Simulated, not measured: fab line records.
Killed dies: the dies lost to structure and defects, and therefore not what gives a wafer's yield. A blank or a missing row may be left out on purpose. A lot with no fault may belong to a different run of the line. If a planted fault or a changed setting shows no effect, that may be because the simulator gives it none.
fab line records | flow sky130
[record] lots = 6 | wafers = 18 | last-day = 50
route steps=708 shown VIA2@516 PAD_OPEN@708
lots that met no fault: taken from a fault-free run of the same line
start-h: hours from the record's first day to the start of the lot's first wafer shown | wait-h: hours since the lot's step before | " the same as in the row above | L1.1+2: a row that stands for several wafers | - no value, or no start given | * or withheld: withheld | < > ~ a bound
route shown NAME@n: names a module that has steps shown in the file, with the first one's number in the route | usual: mean/standard deviation taken from wafers without a fault | same: alike in all rows | chamber/n: place in a boat | sites: each site's reading | _std_site: standard deviation across them | _edge_site: the outer-site mean with the inner-site mean subtracted | radius-mm: how far each site lies from the wafer's centre | mask NAME#n: copy n | behind: tool/chamber where the wafer was last shaped | hold: why the lot went on hold/how many hours it stayed there/how the hold came to an end | device: which transistor (n, p or np) failed to switch | end of line: the route-end tests of the same wafers | a step without rows: its recipe alone | killed: at the first sort, the dies lost to defects and structure; wafer yield is something else | map: a wafer's dies, marking killed ones x, the rest . and places with no die _
set.NAME: the run value of the setting; set.NAME@STEP: its run value at that earlier step | model.NAME: the simulator's own value behind a step, which no gauge read
lots at some steps of the route; a table a step, a row a wafer
services: from which hour (start-h, from the record's first day; less than 0 if before it) a tool's chamber was out of use, for how many hours, and why
[[steps]]
[step SKY_VIA2_EXPOSE_09]
[recipe] mask-id = VIM2 | na = 0.8 | source-shape = annular | sigma-inner = 0.55 | sigma-outer = 0.85 | target-cd-nm = 200 | dose-mj = 38
[step SKY_VIA2_PEB_10]
[recipe] peb-temp-c = withheld | peb-time-s = withheld | resist = KrF-thick
[step SKY_VIA2_DEVELOP_11]
[recipe] develop-time-s = 60 | resist = KrF-thick | dev-temp-c = 21
[step SKY_VIA2_CD_MEAS_12]
[recipe] target-cd-nm = 200
[usual] cd-nm = 200.1/1.4
lot.wafer | tool      | chamber | start-h | wait-h | cd-nm
L862.1    | cd-sem-01 | -       | 845.51  | -      | 198.6
L862.3    | "         | -       | "       | "      | 198.2
L862.6    | "         | -       | "       | "      | 197.5
L866.1    | cd-sem-02 | -       | 891.66  | -      | 199.5
L866.2    | "         | -       | "       | "      | 199.6
L866.3    | "         | -       | "       | "      | 198.5
L871.1    | cd-sem-01 | -       | 920.45  | -      | 200.2
L871.2    | "         | -       | "       | "      | 199.3
L871.3    | "         | -       | "       | "      | 201.6
L873.1    | cd-sem-01 | -       | 938.05  | -      | 200.7
L873.4    | "         | -       | "       | "      | 199.3
L873.5    | "         | -       | "       | "      | 199.5
L883.1    | cd-sem-02 | -       | 1004.11 | -      | 201.8
L883.4    | "         | -       | "       | "      | 200.2
L883.5    | "         | -       | "       | "      | 201.9
L885.1    | cd-sem-02 | -       | 1011.80 | -      | 201.6
L885.2    | "         | -       | "       | "      | 202.2
L885.3    | "         | -       | "       | "      | 200.4
[step SKY_VIA2_OVL_MEAS_13]
[usual] VIA2_OVL = -2/4.9
lot.wafer | tool       | chamber | start-h | wait-h | VIA2_OVL[nm]
L862.1    | overlay-01 | -       | 845.63  | 0.1    | -5
L862.3    | "          | -       | "       | "      | -12
L862.6    | "          | -       | "       | "      | -2
L866.1    | overlay-01 | -       | 891.78  | 0.1    | -5
L866.2    | "          | -       | "       | "      | 1
L866.3    | "          | -       | "       | "      | -4
L871.1    | overlay-01 | -       | 920.57  | 0.1    | -3
L871.2    | "          | -       | "       | "      | -4
L871.3    | "          | -       | "       | "      | -3
L873.1    | overlay-02 | -       | 938.17  | 0.1    | -4
L873.4    | "          | -       | "       | "      | -4
L873.5    | "          | -       | "       | "      | -3
L883.1    | overlay-01 | -       | 1004.23 | 0.1    | -10
L883.4    | "          | -       | "       | "      | -5
L883.5    | "          | -       | "       | "      | -4
L885.1    | overlay-01 | -       | 1011.92 | 0.1    | 2
L885.2    | "          | -       | "       | "      | -3
L885.3    | "          | -       | "       | "      | 7
[step SKY_VIA2_ETCH_14]
[recipe] chemistry = N2/H2 | target = BARC | ion-energy-ev = 200 | source-w = 500 | bias-w = 100 | pressure-mtorr = 30 | n2-flow-sccm = 100 | h2-flow-sccm = 200 | stop-on = SiO2 | time-s = 45.9 | target-depth-a = 600
[usual] drypump-motor-current-A = 5.9/0.48 | n2-flow-sccm = 100.03/0.29 | oes-product-au = 0.855/0.0051 | throttle-valve-pct = 13.225/0.0099
[same] time-s = 45.9
lot.wafer | tool        | chamber | start-h | wait-h | drypump-motor-current-A | n2-flow-sccm | oes-product-au | rf-hours-counter-h | throttle-valve-pct
L862.1    | rie-diel-01 | 1       | 845.66  | 0.0    | 5.5                     | 99.71        | 0.849          | 1                  | 13.235
L862.3    | "           | 2       | "       | "      | 6.2                     | 99.73        | 0.862          | 4                  | 13.225
L862.6    | "           | 0       | "       | "      | 5.7                     | 100.20       | 0.857          | -                  | 13.218
L866.1    | rie-diel-03 | 2       | 891.81  | 0.0    | 6.7                     | 99.88        | 0.855          | 11                 | 13.219
L866.2    | "           | 3       | "       | "      | 6.1                     | 99.62        | 0.854          | 3                  | 13.230
L866.3    | "           | 1       | "       | "      | 5.0                     | 100.19       | 0.853          | 24                 | 13.217
L871.1    | rie-diel-01 | 0       | 920.61  | 0.0    | 5.7                     | 100.23       | 0.859          | 13                 | 13.232
L871.2    | "           | 2       | "       | "      | 6.2                     | 99.57        | 0.851          | 7                  | 13.216
L871.3    | "           | 1       | "       | "      | 5.5                     | 100.23       | 0.850          | 3                  | 13.232
L873.1    | rie-diel-03 | 3       | 938.21  | 0.0    | 6.2                     | 99.98        | 0.856          | 5                  | 13.225
L873.4    | "           | 0       | "       | "      | 5.9                     | 99.76        | 0.860          | 19                 | 13.230
L873.5    | "           | 2       | "       | "      | 6.7                     | 100.00       | 0.857          | -                  | 13.233
L883.1    | rie-diel-03 | 1       | 1004.27 | 0.0    | 4.9                     | 100.11       | 0.851          | 28                 | 13.237
L883.4    | "           | 3       | "       | "      | 6.2                     | 99.84        | 0.853          | 6                  | 13.224
L883.5    | "           | 3       | "       | "      | 6.1                     | 100.51       | 0.856          | -                  | 13.232
L885.1    | rie-diel-01 | 1       | 1011.96 | 0.0    | 5.6                     | 100.21       | 0.866          | 5                  | 13.217
L885.2    | "           | 3       | "       | "      | 6.4                     | 100.31       | 0.860          | 15                 | 13.221
L885.3    | "           | 2       | "       | "      | 6.2                     | 100.12       | 0.856          | 9                  | 13.214
[step SKY_VIA2_ETCH_15]
[recipe] target = SiO2 | chemistry = C4F8/O2/Ar | target-depth-nm = 546 | stop-on = TiN | mask-material = KrF-thick | source-w = 1500 | bias-w = 1200 | pressure-mtorr = 40 | c4f8-flow-sccm = withheld | O2_flow_sccm = 6 | Ar_flow_sccm = 300 | time-s = 84
[usual] oes-product-au = 0.939/0.0052
[same] time-s = 84
lot.wafer | tool        | chamber | start-h | wait-h | oes-product-au | rf-hours-counter-h
L862.1    | rie-diel-01 | 1       | 845.70  | 0.0    | 0.936          | 1
L862.3    | "           | 2       | "       | "      | 0.938          | 4
L862.6    | "           | 0       | "       | "      | 0.936          | -
L866.1    | rie-diel-03 | 2       | 891.86  | 0.0    | 0.939          | 11
L866.2    | "           | 3       | "       | "      | 0.944          | 3
L866.3    | "           | 1       | "       | "      | 0.943          | 24
L871.1    | rie-diel-01 | 0       | 920.65  | 0.0    | 0.939          | 13
L871.2    | "           | 2       | "       | "      | 0.939          | 7
L871.3    | "           | 1       | "       | "      | 0.941          | 3
L873.1    | rie-diel-03 | 3       | 938.25  | 0.0    | 0.935          | 5
L873.4    | "           | 0       | "       | "      | 0.937          | 19
L873.5    | "           | 2       | "       | "      | 0.939          | -
L883.1    | rie-diel-03 | 1       | 1004.31 | 0.0    | 0.945          | 28
L883.4    | "           | 3       | "       | "      | 0.943          | 6
L883.5    | "           | 3       | "       | "      | 0.949          | -
L885.1    | rie-diel-01 | 1       | 1012.00 | 0.0    | 0.938          | 5
L885.2    | "           | 3       | "       | "      | 0.938          | 15
L885.3    | "           | 2       | "       | "      | 0.938          | 9
[step SKY_VIA2_STRIP_16]
[recipe] chemistry = O2/N2 | power-w = 1400 | pressure-mtorr = 1500 | platen-temp-c = withheld | o2-flow-sccm = 3000 | n2-flow-sccm = 300 | overash-fraction = 0.5
[usual] drypump-motor-current-A = 5.8/0.39 | n2-flow-sccm = 300.1/0.88 | oes-product-au = 0.399/0.0046 | strip-time-to-endpoint-s = 4.058/0.025
[same] overash-fraction = 0.5
lot.wafer | tool            | chamber | start-h | wait-h | drypump-motor-current-A | n2-flow-sccm | oes-product-au | rf-hours-counter-h | strip-time-to-endpoint-s
L862.1    | plasma-asher-03 | 0       | 845.77  | 0.0    | 5.2                     | 299.7        | 0.401          | 10                 | 4.022
L862.3    | "               | 1       | "       | "      | 6.0                     | 300.2        | 0.395          | -                  | 4.051
L862.6    | "               | 0       | "       | "      | 5.1                     | 299.1        | 0.396          | -                  | 4.030
L866.1    | plasma-asher-03 | 1       | 891.92  | 0.0    | 6.0                     | 300.4        | 0.397          | 15                 | 4.038
L866.2    | "               | 0       | "       | "      | 5.2                     | 301.2        | 0.401          | 15                 | 4.064
L866.3    | "               | 0       | "       | "      | 5.2                     | 300.0        | 0.391          | -                  | 4.025
L871.1    | plasma-asher-01 | 1       | 920.71  | 0.0    | 5.5                     | 300.7        | 0.401          | 109                | 4.058
L871.2    | "               | 0       | "       | "      | 6.3                     | 301.4        | 0.397          | 109                | 4.047
L871.3    | "               | 1       | "       | "      | 5.5                     | 300.4        | 0.401          | -                  | 4.054
L873.1    | plasma-asher-01 | 0       | 938.31  | 0.0    | 6.4                     | 300.1        | 0.395          | 111                | 4.060
L873.4    | "               | 0       | "       | "      | 6.4                     | 300.0        | 0.390          | -                  | 4.033
L873.5    | "               | 0       | "       | "      | 6.3                     | 300.9        | 0.401          | -                  | 4.026
L883.1    | plasma-asher-01 | 1       | 1004.37 | 0.0    | 5.6                     | 300.0        | 0.397          | 118                | 4.056
L883.4    | "               | 1       | "       | "      | 5.6                     | 300.2        | 0.400          | -                  | 4.098
L883.5    | "               | 0       | "       | "      | 6.3                     | 300.1        | 0.395          | -                  | 4.085
L885.1    | plasma-asher-04 | 1       | 1012.06 | 0.0    | 5.9                     | 301.2        | 0.397          | 58                 | 4.071
L885.2    | "               | 0       | "       | "      | 5.6                     | 299.5        | 0.402          | 58                 | 4.083
L885.3    | "               | 1       | "       | "      | 5.9                     | 300.4        | 0.398          | -                  | 4.075
[step SKY_VIA2_STRIP_17]
[recipe] chemistry = post-etch-residue-remover | time-s = 1200 | temp-c = 72.5
[step SKY_VIA2_CLEAN_18]
[recipe] chemistry = IPA | time-s = 180 | temp-c = 25
[step SKY_VIA2_CLEAN_19]
[recipe] chemistry = O3/DIW | dry = n2-spin
[step SKY_VIA2_SPUTTER_20]
[recipe] material = TiN | target-thk-nm = 20 | chamber-pressure-pa = 5 | power-w = 4000 | time-s = 80
[usual] throttle-valve-pct = 29.5/1
[same] time-s = 80
lot.wafer | tool           | chamber | start-h | wait-h | throttle-valve-pct
L862.1    | pvd-sputter-04 | -       | 846.42  | 0.0    | 29.8
L862.3    | "              | -       | "       | "      | 29.7
L862.6    | "              | -       | "       | "      | 29.8
L866.1    | pvd-sputter-02 | -       | 892.51  | 0.0    | 28.9
L866.2    | "              | -       | "       | "      | 29.6
L866.3    | "              | -       | "       | "      | 30.0
L871.1    | pvd-sputter-02 | -       | 921.30  | 0.0    | 28.9
L871.2    | "              | -       | "       | "      | 28.7
L871.3    | "              | -       | "       | "      | 30.1
L873.1    | pvd-sputter-03 | -       | 938.91  | 0.0    | 29.0
L873.4    | "              | -       | "       | "      | 32.1
L873.5    | "              | -       | "       | "      | 28.3
L883.1    | pvd-sputter-03 | -       | 1005.03 | 0.0    | 28.5
L883.4    | "              | -       | "       | "      | 29.0
L883.5    | "              | -       | "       | "      | 29.1
L885.1    | pvd-sputter-02 | -       | 1012.66 | 0.0    | 28.7
L885.2    | "              | -       | "       | "      | 28.9
L885.3    | "              | -       | "       | "      | 30.1
[step SKY_VIA2_CVD_21]
[recipe] material = W | target-thk-nm = 420 | time-s = 126.4 | temp-c = 400 | pressure-torr = 40
[usual] chamber-pressure-Torr = 40.00/0.087 | heater-power-w = 799/89
[same] time-s = 126.4
lot.wafer | tool     | chamber | start-h | wait-h | chamber-pressure-Torr | heater-power-w | model.W_of_VIA2_CVD_21.thk-nm
L862.1    | cvd-w-01 | 0       | 846.49  | 0.0    | 40.05                 | 851            | 424.8
L862.3    | "        | 0       | "       | "      | 39.94                 | 849            | 418.6
L862.6    | "        | 0       | "       | "      | 39.97                 | 842            | 420.4
L866.1    | cvd-w-02 | 1       | 892.57  | 0.0    | 40.07                 | 668            | 415.9
L866.2    | "        | 0       | "       | "      | 39.95                 | 774            | 421.9
L866.3    | "        | 0       | "       | "      | 39.94                 | 813            | 414.9
L871.1    | cvd-w-02 | 1       | 921.37  | 0.0    | 43.79                 | 679            | 425.7
L871.2    | "        | 0       | "       | "      | 40.05                 | 782            | 415.2
L871.3    | "        | 0       | "       | "      | 39.99                 | 788            | 411
L873.1    | cvd-w-02 | 1       | 938.97  | 0.0    | 43.86                 | 679            | 439.6
L873.4    | "        | 0       | "       | "      | 40.00                 | 777            | 423.2
L873.5    | "        | 1       | "       | "      | 43.96                 | 663            | 433
L883.1    | cvd-w-02 | 0       | 1005.09 | 0.0    | 39.87                 | 789            | 422.2
L883.4    | "        | 0       | "       | "      | 39.87                 | 792            | 428.4
L883.5    | "        | 0       | "       | "      | 40.06                 | 770            | 423.7
L885.1    | cvd-w-01 | 0       | 1012.72 | 0.0    | 39.98                 | 843            | 420.3
L885.2    | "        | 1       | "       | "      | 39.91                 | 929            | 415.2
L885.3    | "        | 0       | "       | "      | 39.97                 | 837            | 415.4
[step SKY_VIA2_RS_MEAS_22]
[recipe] thk-meas-gauge = four-point-probe | reads = W_of_VIA2_CVD_21+TiN_of_VIA2_SPUTTER_20
[usual] VIA2_W_RS = 0.273/0.003
lot.wafer | tool          | chamber | start-h | wait-h | VIA2_W_RS[ohm/sq]
L862.1    | film-metro-01 | -       | 846.62  | 0.1    | 0.270
L862.3    | "             | -       | "       | "      | 0.273
L862.6    | "             | -       | "       | "      | 0.272
L866.1    | film-metro-02 | -       | 892.70  | 0.1    | 0.276
L866.2    | "             | -       | "       | "      | 0.272
L866.3    | "             | -       | "       | "      | 0.276
L871.1    | film-metro-02 | -       | 921.50  | 0.1    | 0.270
L871.2    | "             | -       | "       | "      | 0.277
L871.3    | "             | -       | "       | "      | 0.280
L873.1    | film-metro-04 | -       | 939.10  | 0.1    | 0.260
L873.4    | "             | -       | "       | "      | 0.270
L873.5    | "             | -       | "       | "      | 0.265
L883.1    | film-metro-02 | -       | 1005.35 | 0.2    | 0.272
L883.4    | "             | -       | "       | "      | 0.268
L883.5    | "             | -       | "       | "      | 0.271
L885.1    | film-metro-02 | -       | 1012.85 | 0.1    | 0.273
L885.2    | "             | -       | "       | "      | 0.276
L885.3    | "             | -       | "       | "      | 0.276
[step SKY_VIA2_THK_MEAS_23]
[recipe] thk-meas-gauge = xrf | reads = W_of_VIA2_CVD_21
[usual] VIA2_W_THK = 407/6.8
lot.wafer | tool          | chamber | start-h | wait-h | VIA2_W_THK[nm]
L862.1    | film-metro-01 | -       | 846.74  | 0.1    | 414
L862.3    | "             | -       | "       | "      | 406
L862.6    | "             | -       | "       | "      | 411
L866.1    | film-metro-02 | -       | 892.82  | 0.1    | 396
L866.2    | "             | -       | "       | "      | 400
L866.3    | "             | -       | "       | "      | 395
L871.1    | film-metro-02 | -       | 921.62  | 0.1    | 413
L871.2    | "             | -       | "       | "      | 400
L871.3    | "             | -       | "       | "      | 393
L873.1    | film-metro-04 | -       | 939.22  | 0.1    | 425
L873.4    | "             | -       | "       | "      | 412
L873.5    | "             | -       | "       | "      | 419
L883.1    | film-metro-02 | -       | 1005.47 | 0.1    | 404
L883.4    | "             | -       | "       | "      | 410
L883.5    | "             | -       | "       | "      | 403
L885.1    | film-metro-02 | -       | 1012.97 | 0.1    | 407
L885.2    | "             | -       | "       | "      | 401
L885.3    | "             | -       | "       | "      | 399
[step SKY_PAD_OPEN_PROBE_99]
[usual] defect-limited-yield = 82.6/2.2 | killed_at_M0_to_M3 = 43/7.9 | killed_at_M4_up = 2.9/1.8 | killed-at-contacts = 24/5.5 | killed-at-front-end = 15/4.2 | killed-at-other = 0.2/0.46 | killed-dies = 86/11 | killed-open = 47/8.1 | killed-short = 39/6.4 | sort_bin_3_pad_short = 0.9/0.44 | sort_bin_5_function = 10.3/1.4 | sort_bin_6_memory = 6.3/1.3 | sort-n-pass = 406/11 | sort-yield-pct = 82.6/2.2
[same] gross-dies = 492 | killed-at-back-side = 0 | sort_bin_4_leakage[%] = 0 | sort_bin_8_speed[%] = 0
lot.wafer | tool      | chamber | start-h | wait-h | defect-limited-yield[%] | killed_at_M0_to_M3 | killed_at_M4_up | killed-at-contacts | killed-at-front-end | killed-at-other | killed-dies | killed-open | killed-short | sort_bin_3_pad_short[%] | sort_bin_5_function[%] | sort_bin_6_memory[%] | sort-n-pass | sort-yield-pct[%]
L871.1    | prober-02 | -       | 1135.41 | 0.1    | 82.5                    | 50                 | 1               | 22                 | 13                  | 0               | 86          | 52          | 34           | 0.2                     | 10.8                   | 6.5                  | 406         | 82.5
L871.2    | prober-02 | -       | 1135.46 | 0.1    | 81.1                    | 50                 | 6               | 27                 | 10                  | 0               | 93          | 49          | 44           | 0.2                     | 10.2                   | 8.5                  | 399         | 81.1
L871.3    | prober-02 | -       | 1135.51 | 0.2    | 83.7                    | 35                 | 2               | 32                 | 11                  | 0               | 80          | 55          | 25           | 0.6                     | 10.4                   | 5.3                  | 412         | 83.7
L873.1    | prober-02 | -       | 1149.68 | 0.1    | 83.7                    | 38                 | 4               | 18                 | 19                  | 1               | 80          | 51          | 29           | 0.2                     | 9.3                    | 6.7                  | 412         | 83.7
L873.4    | prober-02 | -       | 1149.83 | 0.2    | 83.9                    | 43                 | 0               | 23                 | 12                  | 1               | 79          | 42          | 37           | 1.0                     | 10.0                   | 5.1                  | 413         | 83.9
L873.5    | prober-02 | -       | 1149.88 | 0.2    | 82.3                    | 46                 | 2               | 23                 | 15                  | 1               | 87          | 46          | 41           | 1.4                     | 11.0                   | 5.3                  | 405         | 82.3
// killed by level:class
L871.1 VIA1:geometric-particle:open=13 CONTACT:geometric-particle:open=8 VIA3:geometric-particle:open=8 METAL2:geometric-particle:short=6 VIA2:geometric-particle:open=6 FIELD_ISO:geometric-particle:open=5 LI_CONTACT:geometric-particle:open=5 LI_CONTACT:geometric-particle:short=4
L871.2 CONTACT:geometric-particle:open=12 METAL2:geometric-particle:short=10 VIA2:geometric-particle:open=8 VIA1:geometric-particle:open=8 LI_CONTACT:geometric-particle:open=6 METAL1:geometric-particle:short=6 METAL3:geometric-particle:short=6 VIA3:geometric-particle:open=6
L871.3 CONTACT:geometric-particle:open=13 VIA1:geometric-particle:open=8 LI_CONTACT:geometric-particle:open=8 VIA3:geometric-particle:open=8 CONTACT:geometric-particle:short=6 METAL2:geometric-particle:short=6 VIA2:geometric-particle:open=6 FIELD_ISO:geometric-particle:open=4
L873.1 VIA3:geometric-particle:open=10 CONTACT:geometric-particle:open=8 VIA1:geometric-particle:open=8 FIELD_ISO:geometric-particle:open=6 VIA2:geometric-particle:open=6 LI_CONTACT:geometric-particle:open=4 METAL1:geometric-particle:short=4 VIA1:geometric-particle:short=4
L873.4 VIA1:geometric-particle:open=8 CONTACT:geometric-particle:open=8 VIA3:geometric-particle:open=6 METAL2:geometric-particle:short=6 VIA2:geometric-particle:open=6 VIA1:geometric-particle:short=5 FIELD_ISO:geometric-particle:open=4 LI_CONTACT:geometric-particle:open=4
L873.5 VIA2:geometric-particle:open=9 VIA3:geometric-particle:open=8 VIA1:geometric-particle:open=7 CONTACT:geometric-particle:open=6 CONTACT:geometric-particle:short=5 VIA1:geometric-particle:short=5 LI_CONTACT:geometric-particle:open=4 LOCAL_INTERCONNECT:geometric-particle:short=4
[[services]]
tool            | chamber | start-h | hours | kind
plasma-asher-04 | -       | 830.09  | 0.3   | repair
pvd-sputter-04  | -       | 857.26  | 1.2   | repair
pvd-sputter-02  | -       | 860.26  | 2.4   | repair
rie-diel-01     | 1       | 879.58  | 9.8   | repair
rie-diel-01     | 3       | 901.83  | 6.0   | repair
cvd-w-01        | -       | 904.00  | 14.0  | pm
rie-diel-01     | 3       | 911.02  | 10.0  | repair
rie-diel-01     | -       | 929.86  | 0.6   | repair
cvd-w-01        | 1       | 932.13  | 11.2  | repair
plasma-asher-03 | -       | 933.84  | 14.6  | pm
plasma-asher-04 | -       | 951.30  | 2.8   | pm
cvd-w-01        | 1       | 956.93  | 11.1  | repair
cvd-w-01        | -       | 957.30  | 6.9   | pm
rie-diel-03     | 3       | 965.62  | 7.4   | repair
rie-diel-01     | 1       | 970.35  | 2.5   | repair
cvd-w-02        | 1       | 974.26  | 8.2   | repair
plasma-asher-04 | -       | 981.75  | 1.3   | repair
plasma-asher-03 | -       | 985.53  | 1.4   | repair
pvd-sputter-02  | 2       | 987.37  | -     | consumable-replace:kit
pvd-sputter-02  | 2       | 987.37  | 18.0  | scheduled-down
pvd-sputter-02  | 2       | 987.37  | 18.0  | vent-cycle
cvd-w-02        | -       | 989.89  | 0.5   | repair
cvd-w-02        | 1       | 1003.67 | 5.8   | repair
rie-diel-01     | 0       | 1004.77 | 5.9   | repair
[[key]]
[first-sign] step = SKY_VIA2_CVD_21 | reading = chamber-pressure-Torr | direction = up | sigmas = 44 | usual = 40.00 | struck = 43.87
[effect] step = SKY_VIA2_RS_MEAS_22 | reading = VIA2_W_RS | direction = down | sigmas = 2.6 | usual = 0.273 | struck = 0.265
[model-effect] step = SKY_VIA2_CVD_21 | value = W_of_VIA2_CVD_21.thk-nm | without = 413.5 | struck = 432.7
met-at SKY_VIA2_CVD_21
struck-wafers L871.1,L873.1,L873.5
onset-between 892.57 921.37
[fault] kind = process-parameter-drift | tool = cvd-w-02 | chamber = 1 | onset-h = 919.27 | steps = SKY_VIA2_CVD_21 | channel = pressure-torr | offset = 3.7519 | shape = step | end-h = 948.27 | acts-in = these-recipes-only | stated = 40
